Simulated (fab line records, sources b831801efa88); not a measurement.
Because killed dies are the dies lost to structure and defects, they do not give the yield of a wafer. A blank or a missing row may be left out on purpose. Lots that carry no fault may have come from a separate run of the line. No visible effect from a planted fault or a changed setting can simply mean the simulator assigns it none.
fab line records	flow sky130
[record] lots = 6	wafers = 18	lastDay = 49
route steps=708 shown LDD_P@264 LDD_HVN@267 LDD_HVP@278 LDD_LDN@289 SPACER@304 PAD_OPEN@708
lots that met no fault: taken from a fault-free run of the same line
startH: hours from the record's opening day to when the first of the lot's shown wafers began	waitH: hours since the lot's step before	" the same as in the row above	L1.1+2: one row covering several wafers at once	- either no value or no given start	* or withheld: withheld	< > ~ a bound
route shown NAME@n: names a module that has steps shown in the file, with the first one's number in the route	usual: average and standard deviation across the fault-free wafers	same: alike in all rows	chamber/n: place in a boat	sites: per-site readings	_std_site: the standard deviation of these	_edge_site: the outer-site mean with the inner-site mean subtracted	radiusMm: how far each site lies from the wafer's centre	mask NAME#n: copy n	behind: the last tool/chamber to shape the wafer	hold: the reason the lot was held/the length of the hold in hours/how it ended	device: transistor that didn't switch, given as n, p or np	end of line: the route-end tests of the same wafers	a step with no rows: only its recipe	killed: count of dies lost to structure and defects at first sort (not the wafer's yield)	map: a wafer's dies, x killed, . not, _ none there
set.NAME: the run value of the setting; set.NAME@STEP: its run value at that earlier step	model.NAME: the simulator's own value behind a step, which no gauge read
lots at selected steps of the route; one table per step, one row per wafer
services: a tool's chamber out of use, with start hour (startH, from the record's first day; less than 0 if before it), hours out, and reason
[[steps]]
[step SKY_LDD_P_IMPLANT_09]
[recipe] species = BF2	energyKev = 25	doseCm2 = 1e+13	tiltDeg = withheld
[step SKY_LDD_P_STRIP_10]
[recipe] chemistry = O2/N2	powerW = 1400	pressureMtorr = 1500	platenTempC = withheld	o2FlowSccm = 3000	n2FlowSccm = 300	overashFraction = 0.5
[usual] drypumpMotorCurrentA = 5.6/0.4	oesProductAu = 0.716/0.0047	stripTimeToEndpointS = 14.18/0.042
lot.wafer	tool	chamber	startH	waitH	drypumpMotorCurrentA	oesProductAu	rfHoursCounterH	stripTimeToEndpointS
L726.2	plasmaAsher-02	0	469.57	0.1	6.4	0.717	77	14.14
L726.4	"	1	"	"	5.4	0.715	-	14.16
L726.5	"	0	"	"	6.4	0.707	-	14.19
L730.1	plasmaAsher-02	1	511.94	0.1	5.4	0.709	81	14.12
L730.2	"	0	"	"	6.4	0.715	81	14.17
L730.6	"	1	"	"	5.4	0.719	-	14.16
L736.1	plasmaAsher-04	0	566.94	0.1	5.5	0.714	74	14.12
L736.2	"	1	"	"	5.8	0.718	74	14.08
L736.5	"	0	"	"	5.4	0.714	-	14.18
L737.3	plasmaAsher-02	1	567.27	0.1	5.4	0.722	-	14.24
L737.5	"	1	"	"	5.4	0.719	-	14.19
L737.6	"	0	"	"	6.4	0.721	-	14.26
L740.3	plasmaAsher-03	0	579.62	0.1	5.3	0.716	-	14.20
L740.4	"	1	"	"	5.4	0.709	-	14.24
L740.6	"	0	"	"	5.3	0.709	-	14.22
L742.2	plasmaAsher-02	1	598.49	0.1	5.4	0.714	90	14.23
L742.4	"	0	"	"	6.4	0.716	-	14.25
L742.6	"	0	"	"	6.3	0.722	-	14.21
[step SKY_LDD_P_TW_MEAS_11]
[usual] LDD_P_TW = 628/3.6
lot.wafer	tool	chamber	startH	waitH	LDD_P_TW
L726.2	filmMetro-01	-	469.68	0.1	621
L726.4	"	-	"	"	625
L726.5	"	-	"	"	626
L730.1	filmMetro-04	-	512.04	0.1	630
L730.2	"	-	"	"	636
L730.6	"	-	"	"	631
L736.1	filmMetro-03	-	567.04	0.1	627
L736.2	"	-	"	"	629
L736.5	"	-	"	"	626
L737.3	filmMetro-01	-	567.36	0.1	623
L737.5	"	-	"	"	625
L737.6	"	-	"	"	626
L740.3	filmMetro-03	-	579.71	0.1	630
L740.4	"	-	"	"	633
L740.6	"	-	"	"	631
L742.2	filmMetro-04	-	598.60	0.1	630
L742.4	"	-	"	"	633
L742.6	"	-	"	"	626
[step SKY_LDD_HVN_DEHYDRATE_00]
[recipe] tempC = 200	timeS = 60
[step SKY_LDD_HVN_HMDS_01]
[recipe] primeTimeS = 60	primeTempC = 120
[step SKY_LDD_HVN_COAT_02]
[recipe] resist = NOVOLAK	spinRpm = 3000	resistThkNm = 300
[step SKY_LDD_HVN_SOFTBAKE_03]
[recipe] tempC = 90	timeS = 60	resist = NOVOLAK
[step SKY_LDD_HVN_EXPOSE_04]
[recipe] maskId = HVNTM	na = 0.6	sourceShape = conventional	sigmaOuter = 0.6	polarization = unpolarized	targetCdNm = 700	doseMj = 127
[step SKY_LDD_HVN_PEB_05]
[recipe] tempC = withheld	timeS = *	resist = NOVOLAK
[step SKY_LDD_HVN_DEVELOP_06]
[recipe] resist = NOVOLAK	developer = TMAH	developTimeS = 60	devTempC = 23
[step SKY_LDD_HVN_OVL_MEAS_07]
[usual] LDD_HVN_OVL = 1.0/1.7
lot.wafer	tool	chamber	startH	waitH	LDD_HVN_OVL[nm]
L726.2	overlay-02	-	499.42	0.1	1.7
L726.4	"	-	"	"	1.7
L726.5	"	-	"	"	1.2
L730.1	overlay-02	-	542.53	0.1	0.8
L730.2	"	-	"	"	1.8
L730.6	"	-	"	"	2.6
L736.1	overlay-01	-	596.83	0.1	-1.1
L736.2	"	-	"	"	-0.4
L736.5	"	-	"	"	2.3
L737.3	overlay-02	-	597.25	0.1	3.3
L737.5	"	-	"	"	3.6
L737.6	"	-	"	"	2.4
L740.3	overlay-02	-	608.73	0.1	1.4
L740.4	"	-	"	"	0.1
L740.6	"	-	"	"	-0.3
L742.2	overlay-02	-	627.54	0.1	-0.1
L742.4	"	-	"	"	2.0
L742.6	"	-	"	"	1.1
[step SKY_LDD_HVN_IMPLANT_08]
[recipe] species = P	energyKev = 60	doseCm2 = 3e+13	tiltDeg = 40
[step SKY_LDD_HVN_STRIP_09]
[recipe] chemistry = O2/N2	powerW = 1400	pressureMtorr = 1500	platenTempC = withheld	o2FlowSccm = 3000	n2FlowSccm = 300	overashFraction = 0.5
[usual] drypumpMotorCurrentA = 5.44/0.18	oesProductAu = 0.409/0.0047	stripTimeToEndpointS = 4.137/0.014
lot.wafer	tool	chamber	startH	waitH	drypumpMotorCurrentA	oesProductAu	rfHoursCounterH	stripTimeToEndpointS
L726.2	plasmaAsher-04	1	499.60	0.1	5.79	0.410	68	4.135
L726.4	"	1	"	"	5.81	0.403	-	4.143
L726.5	"	1	"	"	5.77	0.415	-	4.147
L730.1	plasmaAsher-04	0	542.72	0.1	5.42	0.400	71	4.117
L730.2	"	1	"	"	5.80	0.416	71	4.110
L730.6	"	1	"	"	5.80	0.407	-	4.137
L736.1	plasmaAsher-01	0	597.02	0.1	5.38	0.408	49	4.125
L736.2	"	1	"	"	5.31	0.408	49	4.126
L736.5	"	0	"	"	5.35	0.413	-	4.144
L737.3	plasmaAsher-03	1	597.45	0.1	5.38	0.407	-	4.108
L737.5	"	0	"	"	5.26	0.404	-	4.115
L737.6	"	1	"	"	5.37	0.412	-	4.125
L740.3	plasmaAsher-03	0	608.93	0.1	5.28	0.422	-	4.144
L740.4	"	1	"	"	5.36	0.414	-	4.157
L740.6	"	0	"	"	5.29	0.401	-	4.139
L742.2	plasmaAsher-03	0	627.72	0.1	5.23	0.416	20	4.167
L742.4	"	1	"	"	5.37	0.401	-	4.142
L742.6	"	1	"	"	5.38	0.403	-	4.144
[step SKY_LDD_HVN_TW_MEAS_10]
[usual] LDD_HVN_TW = 1418/7.5
lot.wafer	tool	chamber	startH	waitH	LDD_HVN_TW
L726.2	filmMetro-04	-	499.71	0.1	1417
L726.4	"	-	"	"	1428
L726.5	"	-	"	"	1421
L730.1	filmMetro-04	-	542.82	0.1	1425
L730.2	"	-	"	"	1425
L730.6	"	-	"	"	1426
L736.1	filmMetro-02	-	597.15	0.1	1413
L736.2	"	-	"	"	1415
L736.5	"	-	"	"	1415
L737.3	filmMetro-04	-	597.54	0.1	1432
L737.5	"	-	"	"	1426
L737.6	"	-	"	"	1423
L740.3	filmMetro-01	-	609.02	0.1	1422
L740.4	"	-	"	"	1430
L740.6	"	-	"	"	1422
L742.2	filmMetro-01	-	627.83	0.1	1415
L742.4	"	-	"	"	1419
L742.6	"	-	"	"	1418
[step SKY_LDD_HVP_DEHYDRATE_00]
[recipe] tempC = 200	timeS = 60
[step SKY_LDD_HVP_HMDS_01]
[recipe] primeTimeS = 60	primeTempC = 120
[step SKY_LDD_HVP_COAT_02]
[recipe] resist = NOVOLAK	spinRpm = 3000	resistThkNm = 300
[step SKY_LDD_HVP_SOFTBAKE_03]
[recipe] tempC = 90	timeS = 60	resist = NOVOLAK
[step SKY_LDD_HVP_EXPOSE_04]
[recipe] maskId = HVPTM	na = 0.6	sourceShape = conventional	sigmaOuter = 0.6	polarization = unpolarized	targetCdNm = 700	doseMj = 86
[step SKY_LDD_HVP_PEB_05]
[recipe] tempC = withheld	timeS = *	resist = NOVOLAK
[step SKY_LDD_HVP_DEVELOP_06]
[recipe] resist = NOVOLAK	developer = TMAH	developTimeS = 60	devTempC = 23
[step SKY_LDD_HVP_OVL_MEAS_07]
[usual] LDD_HVP_OVL = 0.4/1.3
lot.wafer	tool	chamber	startH	waitH	LDD_HVP_OVL[nm]
L726.2	overlay-02	-	529.57	0.1	2.1
L726.4	"	-	"	"	1.3
L726.5	"	-	"	"	1.0
L730.1	overlay-02	-	572.46	0.1	0.9
L730.2	"	-	"	"	3.0
L730.6	"	-	"	"	1.2
L736.1	overlay-01	-	625.86	0.1	0.2
L736.2	"	-	"	"	2.3
L736.5	"	-	"	"	0.3
L737.3	overlay-01	-	626.64	0.1	-1.5
L737.5	"	-	"	"	-1.8
L737.6	"	-	"	"	-0.8
L740.3	overlay-02	-	637.22	0.1	0.9
L740.4	"	-	"	"	-0.7
L740.6	"	-	"	"	0.3
L742.2	overlay-01	-	656.77	0.1	2.0
L742.4	"	-	"	"	0.2
L742.6	"	-	"	"	0.0
[step SKY_LDD_HVP_IMPLANT_08]
[recipe] species = B	energyKev = 20	doseCm2 = 1.7e+13	tiltDeg = 17.9
[step SKY_LDD_HVP_STRIP_09]
[recipe] chemistry = O2/N2	powerW = 1400	pressureMtorr = 1500	platenTempC = withheld	o2FlowSccm = 3000	n2FlowSccm = 300	overashFraction = 0.5
[usual] drypumpMotorCurrentA = 5.6/0.37	oesProductAu = 0.409/0.0044	stripTimeToEndpointS = 4.137/0.015
lot.wafer	tool	chamber	startH	waitH	drypumpMotorCurrentA	oesProductAu	rfHoursCounterH	stripTimeToEndpointS
L726.2	plasmaAsher-02	1	529.75	0.1	5.4	0.415	83	4.136
L726.4	"	0	"	"	6.3	0.408	-	4.140
L726.5	"	1	"	"	5.4	0.405	-	4.139
L730.1	plasmaAsher-04	0	572.65	0.1	5.4	0.403	74	4.136
L730.2	"	1	"	"	5.8	0.398	74	4.139
L730.6	"	0	"	"	5.4	0.411	-	4.118
L736.1	plasmaAsher-01	0	626.07	0.1	5.4	0.405	52	4.115
L736.2	"	1	"	"	5.3	0.410	52	4.137
L736.5	"	0	"	"	5.4	0.410	-	4.116
L737.3	plasmaAsher-02	1	626.85	0.1	5.4	0.407	-	4.137
L737.5	"	1	"	"	5.4	0.406	-	4.157
L737.6	"	0	"	"	6.4	0.410	-	4.154
L740.3	plasmaAsher-02	1	637.43	0.1	5.4	0.410	-	4.124
L740.4	"	0	"	"	6.3	0.404	-	4.127
L740.6	"	0	"	"	6.3	0.401	-	4.136
L742.2	plasmaAsher-04	1	656.95	0.1	5.8	0.404	82	4.160
L742.4	"	1	"	"	5.8	0.406	-	4.140
L742.6	"	1	"	"	5.8	0.411	-	4.138
[step SKY_LDD_HVP_TW_MEAS_10]
[usual] LDD_HVP_TW = 449.8/2.2
lot.wafer	tool	chamber	startH	waitH	LDD_HVP_TW
L726.2	filmMetro-02	-	529.86	0.1	448.0
L726.4	"	-	"	"	447.6
L726.5	"	-	"	"	446.8
L730.1	filmMetro-03	-	572.75	0.1	447.0
L730.2	"	-	"	"	449.4
L730.6	"	-	"	"	449.3
L736.1	filmMetro-02	-	626.17	0.1	451.6
L736.2	"	-	"	"	451.1
L736.5	"	-	"	"	446.8
L737.3	filmMetro-01	-	626.94	0.1	449.1
L737.5	"	-	"	"	448.3
L737.6	"	-	"	"	447.6
L740.3	filmMetro-03	-	637.52	0.1	450.1
L740.4	"	-	"	"	450.6
L740.6	"	-	"	"	449.8
L742.2	filmMetro-03	-	657.06	0.1	450.7
L742.4	"	-	"	"	452.0
L742.6	"	-	"	"	449.7
[step SKY_LDD_LDN_DEHYDRATE_00]
[recipe] tempC = 200	timeS = 60
[step SKY_LDD_LDN_HMDS_01]
[recipe] primeTimeS = 60	primeTempC = 120
[step SKY_LDD_LDN_COAT_02]
[recipe] resist = NOVOLAK	spinRpm = 3000	resistThkNm = 1140
[step SKY_LDD_LDN_SOFTBAKE_03]
[recipe] tempC = 90	timeS = 60	resist = NOVOLAK
[step SKY_LDD_LDN_EXPOSE_04]
[recipe] maskId = LDNTM	na = 0.6	sourceShape = conventional	sigmaOuter = 0.6	polarization = unpolarized	targetCdNm = 700	doseMj = 140
[step SKY_LDD_LDN_PEB_05]
[recipe] tempC = withheld	timeS = *	resist = NOVOLAK
[step SKY_LDD_LDN_DEVELOP_06]
[recipe] resist = NOVOLAK	developer = TMAH	developTimeS = 60	devTempC = 23
[step SKY_LDD_LDN_OVL_MEAS_07]
[usual] LDD_LDN_OVL = 0.4/1.3
lot.wafer	tool	chamber	startH	waitH	LDD_LDN_OVL[nm]
L726.2	overlay-01	-	559.04	0.1	-1.4
L726.4	"	-	"	"	-0.5
L726.5	"	-	"	"	0.3
L730.1	overlay-01	-	601.96	0.1	1.4
L730.2	"	-	"	"	3.0
L730.6	"	-	"	"	1.0
L736.1	overlay-02	-	654.36	0.1	-0.9
L736.2	"	-	"	"	0.3
L736.5	"	-	"	"	0.2
L737.3	overlay-01	-	655.35	0.1	0.4
L737.5	"	-	"	"	0.1
L737.6	"	-	"	"	0.7
L740.3	overlay-02	-	666.00	0.1	-2.9
L740.4	"	-	"	"	-2.3
L740.6	"	-	"	"	-1.4
L742.2	overlay-02	-	685.49	0.1	-0.3
L742.4	"	-	"	"	-0.8
L742.6	"	-	"	"	-1.7
[step SKY_LDD_LDN_IMPLANT_08]
[recipe] species = As	energyKev = 15	doseCm2 = 1.25e+13	tiltDeg = withheld	rotationDeg = 23
[step SKY_LDD_LDN_IMPLANT_09]
[recipe] species = As	energyKev = 15	doseCm2 = 1.25e+13	tiltDeg = withheld	rotationDeg = 113
[step SKY_LDD_LDN_IMPLANT_10]
[recipe] species = As	energyKev = 15	doseCm2 = 1.25e+13	tiltDeg = withheld	rotationDeg = 203
[step SKY_LDD_LDN_IMPLANT_11]
[recipe] species = As	energyKev = 15	doseCm2 = 1.25e+13	tiltDeg = withheld	rotationDeg = 293
[step SKY_LDD_LDN_STRIP_12]
[recipe] chemistry = O2/N2	powerW = 1400	pressureMtorr = 1500	platenTempC = withheld	o2FlowSccm = 3000	n2FlowSccm = 300	overashFraction = 0.5
[usual] drypumpMotorCurrentA = 5.5/0.36	oesProductAu = 0.715/0.0044	stripTimeToEndpointS = 14.19/0.046
lot.wafer	tool	chamber	startH	waitH	drypumpMotorCurrentA	oesProductAu	rfHoursCounterH	stripTimeToEndpointS
L726.2	plasmaAsher-02	1	559.67	0.1	5.4	0.716	86	14.27
L726.4	"	0	"	"	6.4	0.716	-	14.21
L726.5	"	0	"	"	6.4	0.713	-	14.26
L730.1	plasmaAsher-03	0	602.60	0.1	5.3	0.714	17	14.21
L730.2	"	1	"	"	5.4	0.722	17	14.19
L730.6	"	1	"	"	5.4	0.708	-	14.22
L736.1	plasmaAsher-02	1	655.00	0.1	5.4	0.709	96	14.25
L736.2	"	0	"	"	6.4	0.721	96	14.26
L736.5	"	1	"	"	5.4	0.716	-	14.27
L737.3	plasmaAsher-03	1	656.00	0.1	5.4	0.721	-	14.19
L737.5	"	0	"	"	5.2	0.719	-	14.16
L737.6	"	1	"	"	5.4	0.717	-	14.25
L740.3	plasmaAsher-03	1	666.65	0.1	5.4	0.717	-	14.12
L740.4	"	0	"	"	5.3	0.720	-	14.19
L740.6	"	1	"	"	5.4	0.727	-	14.13
L742.2	plasmaAsher-02	0	686.12	0.1	6.3	0.714	99	14.11
L742.4	"	0	"	"	6.4	0.719	-	14.15
L742.6	"	0	"	"	6.3	0.714	-	14.13
[step SKY_LDD_LDN_TW_MEAS_13]
[usual] LDD_LDN_TW = 1460/6.4
lot.wafer	tool	chamber	startH	waitH	LDD_LDN_TW
L726.2	filmMetro-03	-	559.78	0.1	1455
L726.4	"	-	"	"	1461
L726.5	"	-	"	"	1457
L730.1	filmMetro-02	-	602.70	0.1	1448
L730.2	"	-	"	"	1453
L730.6	"	-	"	"	1457
L736.1	filmMetro-02	-	655.10	0.1	1458
L736.2	"	-	"	"	1467
L736.5	"	-	"	"	1460
L737.3	filmMetro-04	-	656.09	0.1	1452
L737.5	"	-	"	"	1460
L737.6	"	-	"	"	1459
L740.3	filmMetro-02	-	666.74	0.1	1455
L740.4	"	-	"	"	1459
L740.6	"	-	"	"	1453
L742.2	filmMetro-02	-	686.23	0.1	1449
L742.4	"	-	"	"	1442
L742.6	"	-	"	"	1448
[step SKY_LDD_LDN_CLEAN_14]
[recipe] chemistry = SC1/SC2	mix = 1:4:20	tempC = 70	timeS = 150	dry = n2Spin
[step SKY_SPACER_CVD_00]
[recipe] material = Si3N4	precursor = DCS/NH3	targetThkNm = 43.1	tempC = 770	timeS = 740	pressureMtorr = 250
[step SKY_SPACER_THK_MEAS_01]
[recipe] reads = Si3N4_of_SPACER_CVD_00
[usual] SPACER_CVD_00_THK = 43.2/0.36
lot.wafer	tool	chamber	startH	waitH	SPACER_CVD_00_THK[nm]
L726.2	filmMetro-03	-	561.09	0.0	43.1
L726.4	"	-	"	"	42.8
L726.5	"	-	"	"	42.9
L730.1	filmMetro-03	-	606.36	0.0	43.5
L730.2	"	-	"	"	43.6
L730.6	"	-	"	"	43.6
L736.1	filmMetro-01	-	656.49	0.0	43.5
L736.2	"	-	"	"	43.2
L736.5	"	-	"	"	43.6
L737.3	filmMetro-03	-	657.72	0.0	43.1
L737.5	"	-	"	"	43.0
L737.6	"	-	"	"	43.5
L740.3	filmMetro-01	-	669.55	0.0	43.6
L740.4	"	-	"	"	43.8
L740.6	"	-	"	"	43.5
L742.2	filmMetro-03	-	689.63	0.0	43.4
L742.4	"	-	"	"	43.2
L742.6	"	-	"	"	43.5
[step SKY_PAD_OPEN_PROBE_99]
[usual] killed_at_M0_to_M3 = 43/7.4	killed_at_M4_up = 3.3/2	killedAtContacts = 24/5.4	killedAtFrontEnd = 16/4.2	killedAtOther = 0.3/0.61	killedDies = 87/9.4	killedOnRim = 17/3.8	killedOpen = 47/7.3	killedShort = 40/6.7
[same] grossDies = 492	killedAtBackSide = 0
lot.wafer	tool	chamber	startH	waitH	killed_at_M0_to_M3	killed_at_M4_up	killedAtContacts	killedAtFrontEnd	killedAtOther	killedDies	killedOnRim	killedOpen	killedShort
L726.2	prober-02	-	1099.48	0.1	41	3	25	16	0	85	18	49	36
L726.4	prober-02	-	1099.58	0.2	41	4	18	17	1	81	16	45	36
L726.5	prober-02	-	1099.63	0.2	42	2	25	21	1	91	21	47	43
L730.1	prober-02	-	1131.16	0.1	46	4	18	23	0	91	20	47	42
L730.2	prober-02	-	1131.21	0.1	43	0	17	16	2	78	16	39	38
L730.6	prober-02	-	1131.41	0.2	51	3	19	17	0	90	18	58	30
L736.1	prober-02	-	1165.26	0.1	39	2	27	13	1	82	15	47	35
L736.2	prober-02	-	1165.31	0.1	39	3	25	13	2	82	15	52	27
L736.5	prober-02	-	1165.46	0.2	37	3	27	8	0	75	8	43	32
L737.3	prober-02	-	1165.88	0.2	32	0	25	15	0	72	13	44	28
L737.5	prober-02	-	1165.98	0.2	49	4	27	16	0	96	18	55	41
L737.6	prober-02	-	1166.03	0.2	51	4	28	11	0	94	14	37	57
L740.3	prober-02	-	1175.42	0.2	40	3	26	47	0	116	30	37	47
L740.6	prober-02	-	1175.57	0.2	45	5	23	41	0	114	31	47	39
L742.2	prober-01	-	1183.60	0.1	56	1	31	40	1	129	29	56	45
L742.4	prober-01	-	1183.70	0.2	41	3	18	23	0	85	17	43	42
L742.6	prober-01	-	1183.80	0.2	58	12	21	18	0	109	22	56	53
// killed by level:class
L726.2 LI_CONTACT:geometricParticle:open=9 VIA1:geometricParticle:open=8 VIA1:geometricParticle:short=8 CONTACT:geometricParticle:open=8 VIA2:geometricParticle:open=7 FIELD_ISO:geometricParticle:short=5 POLY_GATE:geometricParticle:open=5 METAL3:geometricParticle:short=4
L726.4 VIA2:geometricParticle:open=10 VIA1:geometricParticle:open=8 CONTACT:geometricParticle:open=5 VIA3:geometricParticle:open=4 POLY_GATE:geometricParticle:short=4 LOCAL_INTERCONNECT:geometricParticle:short=4 CONTACT:geometricParticle:short=4 METAL2:geometricParticle:short=4
L726.5 VIA1:geometricParticle:open=9 CONTACT:geometricParticle:open=8 LI_CONTACT:geometricParticle:open=8 METAL2:geometricParticle:short=7 FIELD_ISO:geometricParticle:short=6 CONTACT:geometricParticle:short=6 VIA2:geometricParticle:open=5 VIA3:geometricParticle:open=5
L730.1 VIA1:geometricParticle:open=12 VIA3:geometricParticle:short=8 VIA2:geometricParticle:open=8 FIELD_ISO:geometricParticle:open=7 METAL2:geometricParticle:short=7 LOCAL_INTERCONNECT:geometricParticle:short=5 CONTACT:geometricParticle:short=5 FIELD_ISO:geometricParticle:short=4
L730.2 VIA2:geometricParticle:open=8 METAL1:geometricParticle:short=7 VIA1:geometricParticle:open=6 FIELD_ISO:geometricParticle:open=5 CONTACT:geometricParticle:open=5 LOCAL_INTERCONNECT:geometricParticle:short=5 VIA1:geometricParticle:short=5 METAL2:geometricParticle:short=5
L730.6 CONTACT:geometricParticle:open=11 VIA3:geometricParticle:open=11 VIA2:geometricParticle:open=11 VIA1:geometricParticle:open=9 FIELD_ISO:geometricParticle:open=5 VIA2:geometricParticle:short=5 VIA3:geometricParticle:short=4 POLY_GATE:geometricParticle:open=3
L736.1 CONTACT:geometricParticle:open=10 LI_CONTACT:geometricParticle:open=7 VIA1:geometricParticle:open=7 VIA2:geometricParticle:open=7 CONTACT:geometricParticle:short=6 VIA3:geometricParticle:open=6 VIA3:geometricParticle:short=5 FIELD_ISO:geometricParticle:short=4
L736.2 VIA1:geometricParticle:open=11 LI_CONTACT:geometricParticle:open=9 VIA3:geometricParticle:open=7 LOCAL_INTERCONNECT:geometricParticle:short=6 VIA2:geometricParticle:open=5 CONTACT:geometricParticle:open=5 POLY_GATE:geometricParticle:open=4 VIA3:geometricParticle:short=3
L736.5 VIA1:geometricParticle:open=10 LI_CONTACT:geometricParticle:open=9 CONTACT:geometricParticle:open=8 VIA2:geometricParticle:open=8 CONTACT:geometricParticle:short=5 VIA1:geometricParticle:short=5 METAL2:geometricParticle:short=5 LOCAL_INTERCONNECT:geometricParticle:short=4
L737.3 CONTACT:geometricParticle:open=12 VIA1:geometricParticle:open=9 LI_CONTACT:geometricParticle:open=7 VIA2:geometricParticle:open=5 FIELD_ISO:geometricParticle:short=4 CONTACT:geometricParticle:short=4 METAL1:geometricParticle:short=4 VIA3:geometricParticle:open=4
L737.5 VIA2:geometricParticle:open=14 CONTACT:geometricParticle:open=11 CONTACT:geometricParticle:short=9 VIA1:geometricParticle:open=8 LI_CONTACT:geometricParticle:open=5 VIA1:geometricParticle:short=5 METAL2:geometricParticle:short=5 VIA3:geometricParticle:open=5
L737.6 VIA1:geometricParticle:short=9 CONTACT:geometricParticle:open=9 LOCAL_INTERCONNECT:geometricParticle:short=8 METAL1:geometricParticle:short=6 METAL2:geometricParticle:short=6 VIA2:geometricParticle:short=6 VIA2:geometricParticle:open=6 LI_CONTACT:geometricParticle:open=4
L740.3 LDD_HVN:unspecified=32 METAL2:geometricParticle:short=13 VIA1:geometricParticle:open=12 CONTACT:geometricParticle:short=8 LI_CONTACT:geometricParticle:open=7 CONTACT:geometricParticle:open=6 VIA1:geometricParticle:short=6 METAL1:geometricParticle:short=4
L740.6 LDD_HVN:unspecified=28 CONTACT:geometricParticle:open=11 VIA1:geometricParticle:open=8 VIA2:geometricParticle:open=8 VIA1:geometricParticle:short=6 METAL2:geometricParticle:short=6 CONTACT:geometricParticle:short=5 FIELD_ISO:geometricParticle:short=4
L742.2 LDD_HVN:unspecified=28 VIA1:geometricParticle:open=15 CONTACT:geometricParticle:open=13 LI_CONTACT:geometricParticle:open=8 METAL1:geometricParticle:short=8 VIA2:geometricParticle:open=7 VIA3:geometricParticle:open=6 VIA2:geometricParticle:short=6
L742.4 VIA1:geometricParticle:open=11 FIELD_ISO:geometricParticle:open=6 FIELD_ISO:geometricParticle:short=6 CONTACT:geometricParticle:short=6 METAL1:geometricParticle:short=6 VIA3:geometricParticle:open=6 METAL2:geometricParticle:open=5 LI_CONTACT:geometricParticle:open=4
L742.6 VIA1:geometricParticle:open=13 METAL4:geometricParticle:short=10 METAL2:geometricParticle:short=9 FIELD_ISO:geometricParticle:open=8 METAL1:geometricParticle:short=8 VIA2:geometricParticle:open=7 CONTACT:geometricParticle:short=7 CONTACT:geometricParticle:open=7
// map L740.3 (x killed, . not)
__________.xx...x..x_________
________...........x.._______
______.xx......x......x._____
_____x..x.x..............____
____...............x.xx...___
___..........x............x__
__.........x..xx............_
_..x..x..x.x...........x.x...
_.....x......................
_..x...................x.....
_x......xx..................x
_.........xx.......x..x......
_....x.x.....xx....x..xx...x.
_...............x...x.xxx.xx.
_.x.x.x..x....x.x....xxx.x...
__xxxxxxxx.x..........x...x._
___xxxxxxx.......xx.x......__
____xxxxxx.x...x.x.xx..x..___
_____xxxxx....x.xx.......____
______xxxxx.......xx...._____
________xx.....x......_______
__________..x...xx.._________
// map L742.2 (x killed, . not)
__________........x._________
________.........x..xx_______
______xx........x......._____
_____.....xx....x..x.....____
____..x.....x.........x.x.___
___......xxxxx......x..x...__
__x...x...x...........x..x.._
_x...x.xx.xxx.........x......
_x...xx.....x..x.........x...
_..x.....x.x.x....x..........
_.x.x.x..x.x...xxx..x........
_..x....x.......x.x..x.xx....
_.......x..x...xx.xx...x...x.
_xx..x...x....x.......xx..x..
_.x.xxx..x...x....xx.........
__xxx.xxx..x......x.....x..x_
___xxxxx.x.............x.xx__
____xxxxx.....x..x.x.....x___
_____xxxx...........x.x..____
______xxx.......x.x....._____
________xx......x...x._______
__________.........._________
[[services]]
tool	chamber	startH	hours	kind
plasmaAsher-02	-	469.74	0.5	repair
plasmaAsher-04	-	524.63	2.8	pm
plasmaAsher-04	-	555.81	2.4	repair
plasmaAsher-04	-	562.71	0.5	repair
plasmaAsher-03	-	611.41	1.9	repair
plasmaAsher-01	-	618.65	1.5	repair
plasmaAsher-01	-	665.34	1.1	repair
plasmaAsher-04	-	669.09	1.5	repair
[[key]]
[firstSign] step = SKY_PAD_OPEN_PROBE_99	reading = killedAtFrontEnd	direction = up	sigmas = 6.2	usual = 16	struck = 43
[effect] step = SKY_PAD_OPEN_PROBE_99	reading = killedDies	direction = up	sigmas = 3.5	usual = 87	struck = 120
metAt SKY_LDD_HVN_STRIP_09
struckWafers L740.3,L740.6,L742.2
testerLeftOut L740,L742
onsetBetween 597.45 608.93
[fault] kind = chamberParticleSource	tool = plasmaAsher-03	chamber = 0	onsetH = 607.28	steps = SKY_LDD_HVN_STRIP_09	ratePerVisitCm2 = 1.1513	endH = 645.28
// testerLeftOut: of these lots the tester's yield and bins aren't shown, on N5 and GAA mostly nor the transistor test; their killed dies are dies lost to structure and defects alone, not to doping, threshold or leakage, so they don't give the yield
